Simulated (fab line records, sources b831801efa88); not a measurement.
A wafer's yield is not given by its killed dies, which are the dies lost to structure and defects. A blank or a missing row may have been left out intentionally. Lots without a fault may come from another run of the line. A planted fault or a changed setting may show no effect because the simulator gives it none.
What tool caused it? :: flow sky130 :: Sampling: 15 lots, 45 wafers, 2 of 708 route steps

## WHAT EACH GAUGE READ, for each wafer
SKY_VT_ADJUST_LVTN_TW_MEAS_21.
lot: L915
measured: day 7 19:15
on: film metro-03
VT_ADJUST_LVTN_2_TW: 187.0 186.7 187.8

lot: L916
measured: day 8 01:33
on: film metro-01
VT_ADJUST_LVTN_2_TW: 187.8 188.1 187.9

lot: L920
measured: day 9 07:35
on: film metro-04
VT_ADJUST_LVTN_2_TW: 192.5 192.0 192.4

lot: L921
measured: day 9 09:12
on: film metro-01
VT_ADJUST_LVTN_2_TW: 186.9 188.1 186.5

lot: L926
measured: day 10 23:37
on: film metro-01
VT_ADJUST_LVTN_2_TW: 29.9 30.0 30.2

lot: L927
measured: day 11 01:02
on: film metro-04
VT_ADJUST_LVTN_2_TW: 30.7 30.8 30.8

lot: L928
measured: day 11 10:58
on: film metro-04
VT_ADJUST_LVTN_2_TW: 30.8 30.7 30.8

lot: L931
measured: day 12 13:41
on: film metro-01
VT_ADJUST_LVTN_2_TW: 187.7 187.9 187.8

lot: L932
measured: day 12 20:34
on: film metro-03
VT_ADJUST_LVTN_2_TW: 184.3 184.7 185.4

lot: L933
measured: day 12 22:41
on: film metro-04
VT_ADJUST_LVTN_2_TW: 190.9 190.6 191.0

lot: L934
measured: day 13 09:16
on: film metro-04
VT_ADJUST_LVTN_2_TW: 190.0 190.8 190.6

lot: L935
measured: day 13 15:50
on: film metro-04
VT_ADJUST_LVTN_2_TW: 191.2 190.8 190.4

lot: L936
measured: day 13 21:49
on: film metro-04
VT_ADJUST_LVTN_2_TW: 191.3 190.7 189.7

lot: L937
measured: day 14 01:30
on: film metro-03
VT_ADJUST_LVTN_2_TW: 183.2 184.1 183.7

lot: L938
measured: day 14 08:57
on: film metro-03
VT_ADJUST_LVTN_2_TW: 184.4 184.5 184.0

## WHAT TOOL EACH LOT RAN ON (gives the tool, then ch and the chambers of the sampled wafers, and finally the start)
lot: L915
SKY_VT_ADJUST_LVTN_IMPLANT_19: implanter-01 ch 0, day 7 19:01

lot: L916
SKY_VT_ADJUST_LVTN_IMPLANT_19: implanter-04 ch 0, day 8 01:19

lot: L920
SKY_VT_ADJUST_LVTN_IMPLANT_19: implanter-04 ch 0, day 9 07:20

lot: L921
SKY_VT_ADJUST_LVTN_IMPLANT_19: implanter-04 ch 0, day 9 09:00

lot: L926
SKY_VT_ADJUST_LVTN_IMPLANT_19: implanter-01, day 10 23:22

lot: L927
SKY_VT_ADJUST_LVTN_IMPLANT_19: implanter-04, day 11 00:48

lot: L928
SKY_VT_ADJUST_LVTN_IMPLANT_19: implanter-04, day 11 10:43

lot: L931
SKY_VT_ADJUST_LVTN_IMPLANT_19: implanter-02 ch 0, day 12 13:27

lot: L932
SKY_VT_ADJUST_LVTN_IMPLANT_19: implanter-02 ch 0, day 12 20:19

lot: L933
SKY_VT_ADJUST_LVTN_IMPLANT_19: implanter-01 ch 0, day 12 22:26

lot: L934
SKY_VT_ADJUST_LVTN_IMPLANT_19: implanter-02 ch 0, day 13 09:01

lot: L935
SKY_VT_ADJUST_LVTN_IMPLANT_19: implanter-01 ch 0, day 13 15:35

lot: L936
SKY_VT_ADJUST_LVTN_IMPLANT_19: implanter-02 ch 0, day 13 21:34

lot: L937
SKY_VT_ADJUST_LVTN_IMPLANT_19: implanter-01 ch 0, day 14 01:18

lot: L938
SKY_VT_ADJUST_LVTN_IMPLANT_19: implanter-02 ch 0, day 14 08:45
- SKY_VT_ADJUST_LVTN_IMPLANT_19

## WHAT THE TOOLS THEMSELVES READ (means of the sampled wafers that have a number; where no wafer has one, the mark that the record gives instead)
SKY_VT_ADJUST_LVTN_IMPLANT_19.
lot: L915
tool: implanter-01
beam energy keV: 29.997
beam on s (s): 9.97
end station pressure torr (Torr): 5e-06

lot: L916
tool: implanter-04
beam energy keV: 29.997
beam on s (s): 9.95
end station pressure torr (Torr): 5e-06

lot: L920
tool: implanter-04
beam energy keV: 29.988
beam on s (s): 9.86
end station pressure torr (Torr): 5e-06

lot: L921
tool: implanter-04
beam energy keV: 29.992
beam on s (s): 9.78
end station pressure torr (Torr): 5e-06

lot: L926
tool: implanter-01
beam energy keV: -
beam on s (s): -
end station pressure torr (Torr): -

lot: L927
tool: implanter-04
beam energy keV: -
beam on s (s): -
end station pressure torr (Torr): -

lot: L928
tool: implanter-04
beam energy keV: -
beam on s (s): -
end station pressure torr (Torr): -

lot: L931
tool: implanter-02
beam energy keV: 30.008
beam on s (s): 10.19
end station pressure torr (Torr): 5e-06

lot: L932
tool: implanter-02
beam energy keV: 30.007
beam on s (s): 10.10
end station pressure torr (Torr): 5e-06

lot: L933
tool: implanter-01
beam energy keV: 29.996
beam on s (s): 10.03
end station pressure torr (Torr): 5e-06

lot: L934
tool: implanter-02
beam energy keV: 30.002
beam on s (s): 10.09
end station pressure torr (Torr): 5e-06

lot: L935
tool: implanter-01
beam energy keV: 29.995
beam on s (s): 10.06
end station pressure torr (Torr): 5e-06

lot: L936
tool: implanter-02
beam energy keV: 29.998
beam on s (s): 9.92
end station pressure torr (Torr): 5e-06

lot: L937
tool: implanter-01
beam energy keV: 29.995
beam on s (s): 9.93
end station pressure torr (Torr): 5e-06

lot: L938
tool: implanter-02
beam energy keV: 30.003
beam on s (s): 10.08
end station pressure torr (Torr): 5e-06

## THE ANSWER, worked out from the rows above alone
Rule: the usual values come from the lots themselves. The widest of any qualifying gaps counts: lots, ordered by their means at a reading, are off when they make up no more than a third of the lots, leave a main group of 4 or more, and stand apart from it by 3 or more times the standard deviation of that group's means. A main group whose means are all the same, to the digits that the tables above print for the reading, isn't used. Also off: a lot with no number at a reading for which 4 or more lots have one. Where the step has rows for the other lots, those lots are counted as sound. The gauges are gone through in route order, then the tools' own readings, and for those a lot's mean is taken as printed above. At the first step where some lot is off, the reading lying furthest off is the one used; lots without a number count as furthest.
Off: at SKY_VT_ADJUST_LVTN_TW_MEAS_21 (VT_ADJUST_LVTN_2_TW), L926, L927, L928. Main group: mean 188.2, sd 2.8.
A tool fits if, at a process step before that reading, it ran every lot that is off, and no sound lot after the first of them. The gauges at SKY_VT_ADJUST_LVTN_TW_MEAS_21 aren't tried: what is off there is off at SKY_VT_ADJUST_LVTN_IMPLANT_19 too, on other tools, and a gauge's error can't cause that. No candidate that was tried fits.

## WHAT THE SIMULATOR PUT IN
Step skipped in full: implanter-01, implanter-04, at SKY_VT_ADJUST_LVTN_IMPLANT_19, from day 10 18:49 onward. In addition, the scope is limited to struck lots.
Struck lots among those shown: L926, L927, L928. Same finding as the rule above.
